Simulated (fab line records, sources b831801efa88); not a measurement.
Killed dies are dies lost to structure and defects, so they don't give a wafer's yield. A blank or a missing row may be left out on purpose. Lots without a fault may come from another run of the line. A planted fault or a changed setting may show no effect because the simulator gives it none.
A struck lot beside a sound one | flow gf180mcu | 17 steps out of a route of 602
Sound: wafers L215.4, L215.5, L215.6. Struck: wafers L233.2, L233.3, L233.5. The cause comes at the end.
At each step with rows: each side's tool, then ch and its chambers, then its first start. Under that, the readings that differ: sound wafers | struck wafers | difference of the means | sigmas: that difference in standard deviations of wafers without a fault.
alike: readings whose means differ by less than 2 such deviations, and words and numbers that are the same on both sides. not compared: withheld readings, readings that some wafer has no value for, bounds like >300 that may hide the same value, and numbers for which the record gives no deviation and whose values overlap.
The two part at a step that has a row with sigmas, a row that says differs or no value, or rows on one side only. Numbers that don't overlap but have no deviation are shown without sigmas and don't part them. A reading that every wafer of one side lacks parts them only if that side has two wafers or more.

GF_STI_BOW_MEAS_00:
  sound on film_metro-02, day 2 01:04; struck on film_metro-02, day 5 19:01
  alike: INCOMING_BOW
then, 1 step without rows for these wafers: GF_STI_OXIDATION_01 (stabilise 600 s, purge 300 s, target thk 10 nm).
GF_STI_THK_MEAS_02:
  sound on film_metro-01, day 2 02:32; struck on film_metro-01, day 5 20:31
  reading                | sound          | struck            | difference | sigmas
  STI_OXIDATION_THK (nm) | 9.94 9.84 9.92 | 10.30 10.21 10.38 | +0.40      | +2
then, 1 step without rows for these wafers: GF_STI_CVD_03 (deposits Si3N4 from DCS/NH3, target thk 207.16 nm, time 3551 s).
GF_STI_THK_MEAS_04:
  sound on film_metro-01, day 2 04:35; struck on film_metro-02, day 5 22:34
  alike: STI_CVD_03_THK
then, 5 steps without rows for these wafers: GF_STI_DEHYDRATE_05 (time 60 s); GF_STI_HMDS_06 (prime time 60 s); GF_STI_COAT_07 (resist thk 700 nm); GF_STI_SOFTBAKE_08 (time 60 s); GF_STI_EXPOSE_09 (exposes mask COMP, target cd 220 nm).
GF_STI_PEB_10: peb time 90 s.
  sound on litho_track-04 ch 0, day 2 16:01; struck on litho_track-04 ch 0, day 6 13:13
  alike: heater_power_total_W, plate_temp_C, resist_line_temp_C
then, 1 step without rows for these wafers: GF_STI_DEVELOP_11 (develop time 60 s).
GF_STI_CD_MEAS_12: target cd 220 nm.
  sound on cd_sem-02, day 2 16:20; struck on cd_sem-01, day 6 13:32
  reading    | sound             | struck            | difference | sigmas
  cd_nm (nm) | 221.7 222.1 220.8 | 215.4 215.7 215.3 | -6.1       | -6
GF_STI_ETCH_13: etches the open film in CHF3/O2, stops on Si, target depth 282.31 nm, time 112.9 s.
  sound on rie_diel-03 ch 1,2,3, day 2 16:23; struck on rie_diel-03 ch 0,3, day 6 13:38
  reading              | sound             | struck          | difference | sigmas
  model.STI.cd_nm (nm) | 221.7 221.6 220.6 | 215 215.6 215.1 | -6         |
  alike: drypump_motor_current_A, oes_product_au, throttle_valve_pct
  not compared: rf_hours_counter_h
GF_STI_ETCH_14: etches Si in HBr/Cl2/O2, target depth 360 nm, time 102.9 s.
  sound on rie_si-02 ch 1,2, day 2 16:28; struck on rie_si-02 ch 0,2,3, day 6 13:43
  reading              | sound             | struck          | difference | sigmas
  model.STI.cd_nm (nm) | 220.1 221.1 222.7 | 215.5 213.8 213 | -7.2       |
  alike: drypump_motor_current_A, he_backside_leak_sccm, oes_product_au, throttle_valve_pct
  not compared: rf_hours_counter_h
GF_STI_STRIP_15: strips in O2/N2.
  sound on plasma_asher-01 ch 0,1, day 2 16:35; struck on plasma_asher-02 ch 0,1, day 6 13:48
  alike: drypump_motor_current_A, heater_power_w, oes_product_au, strip_time_to_endpoint_s
  not compared: rf_hours_counter_h
-- the record jumps here: 28 days lie between the struck wafers' starts before and after (it left off in module STI and takes up again in module PASSIVATION, whose first step shown is number 602 of the route) --
GF_PASSIVATION_PROBE_99:
  the record has rows for the struck wafers here (prober-01, day 34 13:34) and none for the sound ones

WHERE THEY PART
First at GF_STI_THK_MEAS_02; last, within this record, at GF_PASSIVATION_PROBE_99.

WHY: what the simulator had put in
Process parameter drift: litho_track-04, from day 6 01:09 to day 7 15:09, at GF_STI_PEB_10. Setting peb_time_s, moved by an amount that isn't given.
